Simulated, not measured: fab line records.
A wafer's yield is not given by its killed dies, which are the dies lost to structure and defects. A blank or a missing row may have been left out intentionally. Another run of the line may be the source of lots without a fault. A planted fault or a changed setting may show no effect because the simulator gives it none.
Which of the tools did it? + flow gf180mcu + Sampling: 14 lots, 42 wafers, 4 of 602 route steps

## WHAT EACH GAUGE READ, for each wafer
GF_SAB_CD_MEAS_09: target cd 420 nm. Usual: cdNm reads 419.6 nm (standard deviation 2.1).
| lot  | measured     | on       | cdNm (nm)         | flag |
|------|--------------|----------|-------------------|------|
| L715 | day 15 03:36 | cdSem-02 | 419.6 419.5 420.0 |      |
| L716 | day 15 10:19 | cdSem-01 | 421.1 418.3 418.8 |      |
| L717 | day 15 20:49 | cdSem-02 | 415.5 418.4 415.3 |      |
| L720 | day 17 00:49 | cdSem-02 | 415.8 417.6 417.4 |      |
| L725 | day 19 04:07 | cdSem-02 | - - -             | OFF  |
| L726 | day 19 05:21 | cdSem-01 | - - -             | OFF  |
| L729 | day 20 12:12 | cdSem-01 | 423.4 421.6 420.9 |      |
| L731 | day 20 23:17 | cdSem-01 | 421.0 419.0 418.2 |      |
| L732 | day 21 07:17 | cdSem-02 | 419.0 418.9 419.0 |      |
| L733 | day 21 13:19 | cdSem-01 | 419.8 422.2 421.2 |      |
| L734 | day 21 23:37 | cdSem-02 | 420.6 422.3 425.4 |      |
| L735 | day 22 10:49 | cdSem-01 | 420.2 418.0 419.9 |      |
| L736 | day 22 15:55 | cdSem-02 | 418.9 420.3 418.5 |      |
| L737 | day 22 20:07 | cdSem-02 | 418.4 419.4 419.5 |      |

GF_CONTACT_BOW_MEAS_05. Usual: for CONTACT_BOW the level is 65 um and the standard deviation is 6.8.
| lot  | measured     | on           | CONTACT_BOW (um) | flag |
|------|--------------|--------------|------------------|------|
| L715 | day 15 05:10 | filmMetro-04 | 58 69 64         |      |
| L716 | day 15 11:53 | filmMetro-03 | 59 66 57         |      |
| L717 | day 15 22:24 | filmMetro-01 | 55 70 66         |      |
| L720 | day 17 02:30 | filmMetro-04 | 53 66 68         |      |
| L729 | day 20 13:45 | filmMetro-03 | 70 73 62         |      |
| L731 | day 21 00:50 | filmMetro-04 | 73 55 60         |      |
| L732 | day 21 08:51 | filmMetro-01 | 63 70 45         |      |
| L733 | day 21 14:52 | filmMetro-01 | 60 56 68         |      |
| L734 | day 22 01:10 | filmMetro-01 | 63 55 55         |      |
| L735 | day 22 12:23 | filmMetro-03 | 73 59 70         |      |
| L736 | day 22 17:28 | filmMetro-04 | 74 67 52         |      |
| L737 | day 22 21:47 | filmMetro-04 | 67 57 70         |      |

GF_M2_RS_MEAS_05: a four-point-probe measurement. Usual: for M2_ALCU_RS the level is 0.0693 ohm/sq and the standard deviation is 0.00096.
| lot  | measured     | on           | M2_ALCU_RS (ohm/sq)  | flag |
|------|--------------|--------------|----------------------|------|
| L715 | day 18 06:10 | filmMetro-04 | 0.0706 0.0698 0.0704 |      |
| L716 | day 18 14:23 | filmMetro-04 | 0.0682 0.0683 0.0680 |      |
| L717 | day 19 00:08 | filmMetro-02 | 0.0685 0.0689 0.0680 |      |
| L720 | day 20 07:00 | filmMetro-02 | 0.0697 0.0695 0.0691 |      |
| L729 | day 23 16:55 | filmMetro-01 | 0.0686 0.0689 0.0694 |      |
| L731 | day 24 03:58 | filmMetro-02 | 0.0685 0.0699 0.0701 |      |
| L732 | day 24 09:53 | filmMetro-02 | 0.0695 0.0690 0.0701 |      |
| L733 | day 24 15:50 | filmMetro-02 | 0.0708 0.0701 0.0703 |      |
| L734 | day 25 02:48 | filmMetro-02 | 0.0678 0.0674 0.0688 |      |
| L735 | day 25 11:27 | filmMetro-02 | 0.0693 0.0705 0.0684 |      |
| L736 | day 25 16:13 | filmMetro-02 | 0.0693 0.0691 0.0685 |      |
| L737 | day 25 20:59 | filmMetro-04 | 0.0682 0.0698 0.0703 |      |

## WHAT TOOL EACH LOT RAN ON (gives the tool, then ch and the chambers of the sampled wafers, and finally the start)
| lot  | GF_SAB_DEVELOP_08                |
|------|----------------------------------|
| L715 | lithoTrack-04 ch 0, day 15 03:27 |
| L716 | lithoTrack-01 ch 0, day 15 10:10 |
| L717 | lithoTrack-04 ch 0, day 15 20:41 |
| L720 | lithoTrack-01 ch 0, day 17 00:40 |
| L725 | lithoTrack-01, day 19 03:58      |
| L726 | lithoTrack-02, day 19 05:12      |
| L729 | lithoTrack-02 ch 0, day 20 12:03 |
| L731 | lithoTrack-01 ch 0, day 20 23:08 |
| L732 | lithoTrack-01 ch 0, day 21 07:08 |
| L733 | lithoTrack-01 ch 0, day 21 13:10 |
| L734 | lithoTrack-01 ch 0, day 21 23:28 |
| L735 | lithoTrack-01 ch 0, day 22 10:40 |
| L736 | lithoTrack-04 ch 0, day 22 15:46 |
| L737 | lithoTrack-01 ch 0, day 22 19:58 |
- GF_SAB_DEVELOP_08: develop time 60 s.

## AS READ BY THE TOOLS THEMSELVES (means over the sampled wafers that have a number; for cases with no such wafer, the mark the record gives instead)
GF_SAB_DEVELOP_08. Usual: chillPlateTempC reads 23.00 C (standard deviation 0.11).
| lot  | tool          | chillPlateTempC (C) | flag |
|------|---------------|---------------------|------|
| L715 | lithoTrack-04 | 23.00               |      |
| L716 | lithoTrack-01 | 23.07               |      |
| L717 | lithoTrack-04 | 23.00               |      |
| L720 | lithoTrack-01 | 23.01               |      |
| L725 | lithoTrack-01 | -                   | OFF  |
| L726 | lithoTrack-02 | -                   | OFF  |
| L729 | lithoTrack-02 | 23.07               |      |
| L731 | lithoTrack-01 | 23.07               |      |
| L732 | lithoTrack-01 | 23.01               |      |
| L733 | lithoTrack-01 | 22.98               |      |
| L734 | lithoTrack-01 | 23.05               |      |
| L735 | lithoTrack-01 | 23.07               |      |
| L736 | lithoTrack-04 | 22.86               |      |
| L737 | lithoTrack-01 | 22.93               |      |

## THE ANSWER, worked out from the rows above alone
Rule: lot off if the mean of its wafers having a number is beyond 3 standard deviations from the usual mean. Also off: a lot with no number at a reading for which 4 or more lots have one. All remaining lots with rows at the step are treated as sound. First the gauges in route order, then the tools' own readings, where a lot's mean is used as printed above. The first step at which some lot is off is used, and at that step the reading that is off furthest; a lot without a number counts as furthest.
Off: L725, L726, at GF_SAB_CD_MEAS_09 (cdNm). Without a number there: L725, L726.
A tool fits if, at a process step before that reading, it ran every lot that is off, and no sound lot after the first of them. Not tried: the gauges at GF_SAB_CD_MEAS_09; whatever is off there is also off at GF_SAB_DEVELOP_08, on other tools, and gauge error can't account for it. No candidate that was tried fits.

## WHAT THE SIMULATOR HAD PUT IN
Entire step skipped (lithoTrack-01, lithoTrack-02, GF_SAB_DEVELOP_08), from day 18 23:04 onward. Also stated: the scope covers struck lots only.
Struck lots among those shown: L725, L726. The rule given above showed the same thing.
